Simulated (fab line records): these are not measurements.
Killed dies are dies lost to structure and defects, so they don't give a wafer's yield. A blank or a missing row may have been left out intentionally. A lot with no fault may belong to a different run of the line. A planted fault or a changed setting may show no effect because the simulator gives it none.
What tool caused it? ; flow sky130 ; 24 lots, 72 wafers sampled, at 3 steps of a route of 708

== WHAT EACH GAUGE READ, for each wafer ==
SKY_CONTACT_BOW_MEAS_05.
lot;measured;on;CONTACT_BOW (um)
L074;day 28 04:50;film_metro-01;75 87 61
L075;day 28 06:13;film_metro-01;79 81 74
L076;day 28 07:14;film_metro-03;81 70 82
L077;day 28 08:24;film_metro-03;95 93 85
L078;day 28 22:55;film_metro-03;86 79 92
L079;day 29 09:53;film_metro-01;72 67 93
L080;day 29 07:21;film_metro-03;98 80 92
L081;day 29 22:49;film_metro-03;72 75 71
L082;day 30 08:13;film_metro-01;85 83 87
L083;day 30 11:43;film_metro-04;87 82 79
L084;day 30 10:35;film_metro-04;79 89 86
L085;day 30 20:19;film_metro-01;76 76 83
L086;day 31 04:45;film_metro-04;80 74 83
L087;day 31 12:00;film_metro-01;82 84 73
L088;day 31 14:57;film_metro-04;77 70 75
L089;day 32 02:10;film_metro-03;92 88 75
L090;day 32 16:04;film_metro-04;83 86 86
L091;day 32 21:23;film_metro-03;76 84 79
L094;day 40 15:49;film_metro-01;89 88 70
L092;day 40 19:51;film_metro-03;77 86 90
L093;day 40 21:49;film_metro-03;88 79 78
L095;day 40 22:31;film_metro-03;76 92 80
L097;day 41 01:26;film_metro-03;74 96 77
L096;day 40 23:25;film_metro-03;86 91 73

SKY_VIA1_OVL_MEAS_13.
lot;measured;on;VIA1_OVL (nm)
L074;day 31 22:46;overlay-01;-7 -8 -6
L075;day 31 23:26;overlay-01;-5 1 0
L076;day 32 01:47;overlay-01;2 -4 3
L077;day 32 02:26;overlay-02;-3 -9 -12
L078;day 32 15:28;overlay-02;-2 -4 -2
L079;day 33 01:46;overlay-01;-6 -11 2
L080;day 32 23:40;overlay-01;4 2 7
L081;day 33 13:52;overlay-02;0 -5 -11
L082;day 33 22:11;overlay-02;5 3 6
L083;day 34 02:49;overlay-01;0 1 2
L084;day 34 01:41;overlay-01;-1 1 -12
L085;day 34 08:02;overlay-01;2 2 -1
L086;day 34 17:34;overlay-02;7 5 7
L087;day 35 01:52;overlay-02;0 7 1
L088;day 35 03:34;overlay-02;-2 7 5
L089;day 35 13:40;overlay-02;0 -12 -5
L090;day 36 01:49;overlay-02;0 -4 -2
L091;day 36 08:25;overlay-01;5 1 6
L094;day 43 19:41;overlay-01;4 -5 -6
L092;day 43 23:40;overlay-01;0 -1 1
L093;day 44 01:10;overlay-02;17 7 8
L095;day 44 02:19;overlay-02;8 3 6
L097;day 44 03:40;overlay-02;4 -1 2
L096;day 44 03:01;overlay-02;-2 2 3

== EACH LOT AND THE TOOL THAT RAN IT (in order: tool; ch and the chambers of the sampled wafers; start) ==
lot;SKY_NWELL_STRIP_14
L074;plasma_asher-04 ch 0,1, day 4 12:47
L075;plasma_asher-02 ch 0, day 4 18:06
L076;plasma_asher-02 ch 0,1, day 5 00:37
L077;plasma_asher-04 ch 0,1, day 5 07:22
L078;plasma_asher-04 ch 0,1, day 5 13:07
L079;plasma_asher-02 ch 0,1, day 5 19:13
L080;plasma_asher-01 ch 0,1, day 6 00:53
L081;plasma_asher-02 ch 0,1, day 6 06:50
L082;plasma_asher-04 ch 0,1, day 6 11:13
L083;plasma_asher-02 ch 1, day 6 13:28
L084;plasma_asher-02 ch 0,1, day 6 17:12
L085;plasma_asher-01 ch 0,1, day 6 22:03
L086;plasma_asher-01 ch 0, day 7 02:00
L087;plasma_asher-04 ch 0,1, day 7 07:15
L088;plasma_asher-02 ch 0, day 7 10:13
L089;plasma_asher-02 ch 0,1, day 7 14:46
L090;plasma_asher-02 ch 0,1, day 7 18:13
L091;plasma_asher-02 ch 0,1, day 7 21:01
L094;plasma_asher-01 ch 0,1, day 13 05:25
L092;plasma_asher-02 ch 0, day 13 05:52
L093;plasma_asher-04 ch 0,1, day 13 06:19
L095;plasma_asher-02 ch 0,1, day 13 06:46
L097;plasma_asher-04 ch 0, day 13 07:13
L096;plasma_asher-01 ch 0, day 13 07:16
- SKY_NWELL_STRIP_14: strips in O2/N2.

== AS READ BY THE TOOLS THEMSELVES (means over the sampled wafers that have a number; for cases with no such wafer, the mark the record gives instead) ==
SKY_NWELL_STRIP_14.
lot;tool;drypump_motor_current_A (A);o2_flow_sccm (sccm);oes_product_au (a.u.);strip_time_to_endpoint_s (s)
L074;plasma_asher-04;5.79;3007;0.721;36.84
L075;plasma_asher-02;5.94;3009;0.725;36.78
L076;plasma_asher-02;5.95;3006;0.721;36.73
L077;plasma_asher-04;5.67;3001;0.724;36.80
L078;plasma_asher-04;5.79;3003;0.723;36.95
L079;plasma_asher-02;5.97;3009;0.720;36.89
L080;plasma_asher-01;5.50;2994;0.722;36.81
L081;plasma_asher-02;5.98;2998;0.724;36.85
L082;plasma_asher-04;5.66;2999;0.728;36.97
L083;plasma_asher-02;5.98;2992;0.724;36.71
L084;plasma_asher-02;5.96;3000;0.724;36.84
L085;plasma_asher-01;5.78;3001;0.720;36.79
L086;plasma_asher-01;5.23;3001;0.722;36.89
L087;plasma_asher-04;5.77;2995;0.722;36.85
L088;plasma_asher-02;5.97;2999;0.724;36.88
L089;plasma_asher-02;5.96;3005;0.722;36.81
L090;plasma_asher-02;5.98;2997;0.721;36.90
L091;plasma_asher-02;6.00;3004;0.722;36.97
L094;plasma_asher-01;5.78;3008;0.721;36.81
L092;plasma_asher-02;5.97;3010;0.722;36.99
L093;plasma_asher-04;5.78;3000;0.720;37.00
L095;plasma_asher-02;5.96;3006;0.725;36.89
L097;plasma_asher-04;5.56;3010;0.720;36.75
L096;plasma_asher-01;5.26;3001;0.724;36.99

== THE ANSWER, worked out from the rows above alone ==
Rule: the usual values come from the lots themselves. Put in order of their means at a reading, lots are off if they are a third of the lots or fewer, leave a main group of 4 or more, and stand apart from it by a gap of 3 or more times the standard deviation of the main group's means; of several such gaps the widest counts. Not used: any main group whose means are identical at the precision the tables above print for the reading. A lot without any number at a reading at which 4 lots or more have one is off too. All remaining lots with rows at the step are treated as sound. After the gauges, taken in route order, come the tools' own readings; for these a lot's mean is taken, as printed above. At the first step where some lot is off, the reading lying furthest off is the one used; lots without a number count as furthest.
None of the lots is off at any reading shown; this tells nothing.

== WHAT THE SIMULATOR HAD PUT IN ==
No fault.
